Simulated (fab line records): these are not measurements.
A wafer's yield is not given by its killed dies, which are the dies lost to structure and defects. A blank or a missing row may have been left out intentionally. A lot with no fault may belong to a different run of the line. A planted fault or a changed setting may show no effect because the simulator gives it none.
Chamber matching -- flow gf180mcu -- GF_V1_CMP_26 on cmp-01: 4 sister chambers
The step polishes, stops on SiO2, t overpolish 15 s, target thk 0 nm. 4 wafers are shown with their chamber, then 7 later ones without.

== WAFERS, EACH WITH ITS CHAMBER ==
wafer,chamber,motor_current_A (A)
L209.6,2,10.0
L212.5,0,11.7
L215.2,1,11.2
L215.4,3,12.8

== WAFERS WITH NO CHAMBER GIVEN ==
wafer,motor_current_A (A)
L215.5,10.8
L218.1,10.6
L218.3,12.3
L218.4,11.2
L221.1,11.9
L221.3,10.4
L221.5,11.5

== CHAMBER TAKEN BY EACH ==
wafer,from the rows above,in truth
L215.5,can't be placed: 1 or 2 or 0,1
L218.1,can't be placed: 1 or 2 or 0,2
L218.3,can't be placed: 3 or 0 or 1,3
L218.4,can't be placed: 1 or 0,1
L221.1,can't be placed: 0 or 1 or 3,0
L221.3,can't be placed: 2 or 1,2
L221.5,can't be placed: 0 or 1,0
Placed correctly: 0 of 7. Cannot be placed on the basis of these rows: 7; the candidates contain the true chamber in 7. 0 placed wrongly.
How it was worked out, from the rows above alone: a wafer's distance from a chamber is the root of the sum, over the readings, of the square of ((its reading less the chamber's mean) divided by the reading's scatter). The wafer belongs to the nearest chamber; if the next one is less than 2 further off, it can't be placed. Each chamber's mean is taken over the wafers shown for it. The scatter: root of mean squared gap, hidden wafer to nearest shown wafer, with one shown wafer a chamber.
